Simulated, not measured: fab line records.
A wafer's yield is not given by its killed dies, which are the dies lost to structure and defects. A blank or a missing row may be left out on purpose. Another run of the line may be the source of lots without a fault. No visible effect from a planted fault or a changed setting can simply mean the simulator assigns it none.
fab line records    flow gf180mcu
[record] lots = 14  wafers = 42  lastDay = 34
route steps=602 shown NWELL@49 LVPWELL@61 MVSD@72 VT_IMPLANT@97
lots that met no fault: from a run of the same line without faults
startH: start of the lot's first displayed wafer, in hours after the record's first day    waitH: hours since the lot's step before    " same as the row above    L1.1+2: several wafers, shown together as one row    - value missing, or start not given    * or withheld: withheld    < > ~ a bound
route shown NAME@n: NAME is a module with steps in the file, n the number in the route of the first one    usual: mean and standard deviation over wafers with no fault    same: alike in all rows    chamber/n: place in a boat    sites: each site's reading    _std_site: how widely they spread, as a standard deviation    _edge_site: the outer-site mean with the inner-site mean subtracted    radiusMm: for every site, how far away it sits from the centre of the wafer    mask NAME#n: copy n    behind: the tool/chamber that last shaped the wafer    hold: why the lot went on hold/how many hours it stayed there/how the hold came to an end    device: whichever transistor did not switch (one of n, p or np)    end of line: at the end of the route, the tests of the same wafers    step lacking rows: just its recipe    killed: at the first sort, the dies lost to defects and structure; wafer yield is something else    map: shows each die of a wafer: x if killed, . if not, _ if none is there
set.NAME: the setting as run; set.NAME@STEP: as run at that earlier step    model.NAME: the simulator's own value behind a step, which no gauge read
a sample of lots followed through the steps of the route, with each step as a table and each wafer as a row
[[steps]]
[step GF_NWELL_OVL_MEAS_07]
[usual] NWELL_OVL = -1.1/1.6
lot.wafer  tool        chamber  startH  waitH  NWELL_OVL[nm]
L262.2     overlay-01  -        55.98   -      -1.7
L262.5     "           -        "       "      -2.8
L262.6     "           -        "       "      -3.0
L263.1     overlay-02  -        60.27   -      -0.3
L263.3     "           -        "       "      0.5
L263.5     "           -        "       "      -1.1
L264.2     overlay-02  -        66.67   -      -1.3
L264.5     "           -        "       "      -2.4
L264.6     "           -        "       "      -4.2
L265.1     overlay-01  -        72.27   -      -3.3
L265.3     "           -        "       "      -2.3
L265.5     "           -        "       "      -0.8
L266.2     overlay-01  -        77.58   -      -0.5
L266.3     "           -        "       "      0.0
L266.5     "           -        "       "      -1.6
L267.1     overlay-02  -        85.62   -      -1.4
L267.2     "           -        "       "      -1.8
L267.5     "           -        "       "      -2.5
L270.1     overlay-01  -        99.52   -      0.1
L270.2     "           -        "       "      -1.4
L270.5     "           -        "       "      0.2
L271.1     overlay-01  -        105.06  -      0.1
L271.2     "           -        "       "      0.5
L271.3     "           -        "       "      1.5
L272.3     overlay-01  -        112.68  -      0.3
L272.4     "           -        "       "      0.6
L272.6     "           -        "       "      1.1
L276.1     overlay-01  -        131.51  -      -1.7
L276.2     "           -        "       "      -2.2
L276.3     "           -        "       "      -0.5
L280.3     overlay-01  -        154.77  -      1.4
L280.4     "           -        "       "      -0.2
L280.5     "           -        "       "      0.9
L283.1     overlay-02  -        170.07  -      -2.0
L283.3     "           -        "       "      -3.6
L283.4     "           -        "       "      -0.8
L284.1     overlay-01  -        174.41  -      1.1
L284.2     "           -        "       "      0.8
L284.4     "           -        "       "      1.7
L285.3     overlay-01  -        181.18  -      -4.6
L285.4     "           -        "       "      -3.8
L285.6     "           -        "       "      -3.1
[step GF_LVPWELL_OVL_MEAS_07]
[usual] LVPWELL_OVL = -0.5/1.5
lot.wafer  tool        chamber  startH  waitH  LVPWELL_OVL[nm]
L262.2     overlay-02  -        70.23   -      1.7
L262.5     "           -        "       "      1.4
L262.6     "           -        "       "      1.2
L263.1     overlay-02  -        73.91   -      -1.4
L263.3     "           -        "       "      -1.5
L263.5     "           -        "       "      -1.3
L264.2     overlay-02  -        80.72   -      -1.3
L264.5     "           -        "       "      0.1
L264.6     "           -        "       "      -0.3
L265.1     overlay-01  -        85.97   -      -1.5
L265.3     "           -        "       "      -2.9
L265.5     "           -        "       "      -2.0
L266.2     overlay-01  -        91.81   -      0.1
L266.3     "           -        "       "      -1.3
L266.5     "           -        "       "      -1.8
L267.1     overlay-02  -        99.81   -      -0.6
L267.2     "           -        "       "      -1.0
L267.5     "           -        "       "      -0.8
L270.1     overlay-02  -        113.77  -      -0.9
L270.2     "           -        "       "      0.1
L270.5     "           -        "       "      -0.3
L271.1     overlay-01  -        119.41  -      -0.6
L271.2     "           -        "       "      -0.6
L271.3     "           -        "       "      -2.2
L272.3     overlay-02  -        127.98  -      1.4
L272.4     "           -        "       "      1.0
L272.6     "           -        "       "      2.3
L276.1     overlay-01  -        147.22  -      -1.7
L276.2     "           -        "       "      0.3
L276.3     "           -        "       "      -0.1
L280.3     overlay-01  -        170.57  -      0.5
L280.4     "           -        "       "      -0.3
L280.5     "           -        "       "      0.8
L283.1     overlay-01  -        186.52  -      -1.4
L283.3     "           -        "       "      0.0
L283.4     "           -        "       "      -0.3
L284.1     overlay-01  -        191.16  -      0.4
L284.2     "           -        "       "      -1.2
L284.4     "           -        "       "      -1.4
L285.3     overlay-02  -        198.13  -      1.8
L285.4     "           -        "       "      2.4
L285.6     "           -        "       "      3.0
[step GF_MVSD_DEVELOP_06]
[recipe] wallAngleDeg = 90  developTimeS = 60  devTempC = 23
[usual] chillPlateTempC = 23.01/0.09
lot.wafer  tool           chamber  startH  waitH  chillPlateTempC
L262.2     lithoTrack-04  0        84      -      22.73
L262.5     "              0        "       "      22.87
L262.6     "              0        "       "      22.85
L263.1     lithoTrack-03  0        88      -      22.97
L263.3     "              0        "       "      22.98
L263.5     "              0        "       "      22.98
L264.2     lithoTrack-04  0        94      -      23.03
L264.5     "              0        "       "      22.93
L264.6     "              0        "       "      23.01
L265.1     lithoTrack-01  0        99      -      22.98
L265.3     "              0        "       "      23.03
L265.5     "              0        "       "      23.07
L266.2     lithoTrack-04  0        106     -      23.06
L266.3     "              0        "       "      22.72
L266.5     "              0        "       "      23.00
L267.1     lithoTrack-03  0        114     -      22.89
L267.2     "              0        "       "      22.94
L267.5     "              0        "       "      22.95
L270.1     lithoTrack-03  0        128     -      22.99
L270.2     "              0        "       "      22.89
L270.5     "              0        "       "      23.10
L271.1     lithoTrack-03  0        134     -      22.97
L271.2     "              0        "       "      22.94
L271.3     "              0        "       "      23.14
L272.3     lithoTrack-04  0        142     -      22.94
L272.4     "              0        "       "      22.87
L272.6     "              0        "       "      22.91
L276.1     lithoTrack-01  0        163     -      23.01
L276.2     "              0        "       "      22.98
L276.3     "              0        "       "      22.98
L280.3     lithoTrack-04  0        186     -      23.03
L280.4     "              0        "       "      23.03
L280.5     "              0        "       "      23.08
L283.1     lithoTrack-04  0        203     -      23.11
L283.3     "              0        "       "      22.98
L283.4     "              0        "       "      23.00
L284.1     lithoTrack-01  0        207     -      23.04
L284.2     "              0        "       "      22.99
L284.4     "              0        "       "      22.96
L285.3     lithoTrack-03  0        215     -      23.01
L285.4     "              0        "       "      23.06
L285.6     "              0        "       "      23.07
[step GF_MVSD_OVL_MEAS_07]
[usual] MVSD_OVL = -1.5/1.5
lot.wafer  tool        chamber  startH  waitH  MVSD_OVL[nm]
L262.2     overlay-02  -        84.43   -      0.0
L262.5     "           -        "       "      0.4
L262.6     "           -        "       "      0.1
L263.1     overlay-02  -        88.41   -      0.6
L263.3     "           -        "       "      0.3
L263.5     "           -        "       "      -1.4
L264.2     overlay-01  -        94.23   -      -1.8
L264.5     "           -        "       "      -0.8
L264.6     "           -        "       "      -0.3
L265.1     overlay-02  -        99.96   -      -3.4
L265.3     "           -        "       "      -3.4
L265.5     "           -        "       "      -2.9
L266.2     overlay-01  -        106.33  -      0.5
L266.3     "           -        "       "      1.7
L266.5     "           -        "       "      -1.6
L267.1     overlay-01  -        114.41  -      -1.1
L267.2     "           -        "       "      -0.8
L267.5     "           -        "       "      -0.8
L270.1     overlay-02  -        128.46  -      -3.1
L270.2     "           -        "       "      -
L270.5     "           -        "       "      -
L271.1     overlay-02  -        134.36  -      -2.5
L271.2     "           -        "       "      -
L271.3     "           -        "       "      -3.5
L272.3     overlay-01  -        142.93  -      -3.7
L272.4     "           -        "       "      -4.6
L272.6     "           -        "       "      -4.7
L276.1     overlay-01  -        163.76  -      0.4
L276.2     "           -        "       "      -1.7
L276.3     "           -        "       "      1.4
L280.3     overlay-01  -        186.93  -      -0.9
L280.4     "           -        "       "      -2.6
L280.5     "           -        "       "      -1.2
L283.1     overlay-01  -        204.02  -      -2.3
L283.3     "           -        "       "      0.0
L283.4     "           -        "       "      -2.2
L284.1     overlay-02  -        207.91  -      -1.0
L284.2     "           -        "       "      -2.5
L284.4     "           -        "       "      -2.9
L285.3     overlay-02  -        215.97  -      -1.6
L285.4     "           -        "       "      -0.5
L285.6     "           -        "       "      -1.8
[step GF_MVSD_TW_MEAS_11]
[usual] MVSD_TW = 1587/15
lot.wafer  tool          chamber  startH  waitH  MVSD_TW
L262.2     filmMetro-04  -        84.87   0.1    1599
L262.5     "             -        "       "      1594
L262.6     "             -        "       "      1593
L263.1     filmMetro-04  -        88.85   0.1    1606
L263.3     "             -        "       "      1602
L263.5     "             -        "       "      1601
L264.2     filmMetro-03  -        94.67   0.1    1569
L264.5     "             -        "       "      1573
L264.6     "             -        "       "      1565
L265.1     filmMetro-04  -        100.39  0.1    1601
L265.3     "             -        "       "      1603
L265.5     "             -        "       "      1602
L266.2     filmMetro-04  -        106.77  0.1    1600
L266.3     "             -        "       "      1603
L266.5     "             -        "       "      1596
L267.1     filmMetro-03  -        114.85  0.1    1576
L267.2     "             -        "       "      1582
L267.5     "             -        "       "      1578
L270.1     filmMetro-03  -        128.90  0.1    1571
L270.2     "             -        "       "      140
L270.5     "             -        "       "      142
L271.1     filmMetro-04  -        134.80  0.1    1593
L271.2     "             -        "       "      158
L271.3     "             -        "       "      1602
L272.3     filmMetro-04  -        143.37  0.1    1596
L272.4     "             -        "       "      1588
L272.6     "             -        "       "      1590
L276.1     filmMetro-04  -        164.19  0.1    1597
L276.2     "             -        "       "      1591
L276.3     "             -        "       "      1598
L280.3     filmMetro-04  -        187.48  0.2    1605
L280.4     "             -        "       "      1604
L280.5     "             -        "       "      1608
L283.1     filmMetro-03  -        204.45  0.1    1579
L283.3     "             -        "       "      1576
L283.4     "             -        "       "      1580
L284.1     filmMetro-04  -        208.34  0.1    1600
L284.2     "             -        "       "      1606
L284.4     "             -        "       "      1594
L285.3     filmMetro-03  -        216.48  0.1    1569
L285.4     "             -        "       "      1569
L285.6     "             -        "       "      1571
[step GF_VT_IMPLANT_OVL_MEAS_07]
[usual] VT_IMPLANT_OVL = 0.2/1.2
lot.wafer  tool        chamber  startH  waitH  VT_IMPLANT_OVL[nm]
L262.2     overlay-02  -        112.51  0.1    0.6
L262.5     "           -        "       "      0.7
L262.6     "           -        "       "      0.8
L263.1     overlay-02  -        116.57  0.1    2.1
L263.3     "           -        "       "      0.4
L263.5     "           -        "       "      1.2
L264.2     overlay-02  -        123.01  0.1    -0.4
L264.5     "           -        "       "      1.3
L264.6     "           -        "       "      0.6
L265.1     overlay-02  -        129.17  0.1    2.1
L265.3     "           -        "       "      3.0
L265.5     "           -        "       "      2.3
L266.2     overlay-01  -        135.68  0.1    -0.5
L266.3     "           -        "       "      -1.6
L266.5     "           -        "       "      0.2
L267.1     overlay-01  -        144.82  0.1    1.2
L267.2     "           -        "       "      1.4
L267.5     "           -        "       "      1.5
L270.1     overlay-01  -        159.37  0.1    -0.1
L270.2     "           -        "       "      -0.3
L270.5     "           -        "       "      -0.3
L271.1     overlay-02  -        165.76  0.1    1.5
L271.2     "           -        "       "      0.9
L271.3     "           -        "       "      1.1
L272.3     overlay-02  -        174.43  0.1    -0.6
L272.4     "           -        "       "      2.5
L272.6     "           -        "       "      0.4
L276.1     overlay-02  -        196.37  0.1    1.7
L276.2     "           -        "       "      0.6
L276.3     "           -        "       "      -0.3
L280.3     overlay-02  -        222.93  0.1    -0.1
L280.4     "           -        "       "      -0.5
L280.5     "           -        "       "      1.0
L283.1     overlay-02  -        240.42  0.1    -0.9
L283.3     "           -        "       "      -1.0
L283.4     "           -        "       "      -0.6
L284.1     overlay-02  -        244.02  0.1    -0.5
L284.2     "           -        "       "      -1.0
L284.4     "           -        "       "      0.3
L285.3     overlay-01  -        252.88  0.1    0.4
L285.4     "           -        "       "      -0.4
L285.6     "           -        "       "      0.8
[[key]]
[firstSign] step = GF_MVSD_OVL_MEAS_07  reading = MVSD_OVL  direction = missing
[effect] step = GF_MVSD_TW_MEAS_11  reading = MVSD_TW  direction = down  sigmas = 96  usual = 1587  struck = 146
metAt GF_MVSD_DEVELOP_06
struckLots L270,L271
struckWafers L270.2,L270.5,L271.2
sortLeftOut L270.2,L270.5,L271.2
testerLeftOut L270,L271
notActingAt GF_NWELL_OVL_MEAS_07,GF_LVPWELL_OVL_MEAS_07,GF_VT_IMPLANT_OVL_MEAS_07
onsetBetween 114 128
[fault] kind = processParameterDrift  tool = lithoTrack-03  chamber = -  onsetH = 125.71  steps = GF_MVSD_DEVELOP_06  channel = developTimeS  offset = *  shape = step  endH = 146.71  scope = struckWafersOnly  actsIn = *  stated = *
// testerLeftOut: of these lots the tester's yield and bins aren't shown, on N5 and GAA mostly nor the transistor test; their killed dies are dies lost to structure and defects alone, not to doping, threshold or leakage, so they don't give the yield
// sortLeftOut: the simulated sort isn't trusted on such a fault, so these wafers' sort isn't shown, and their yield isn't known
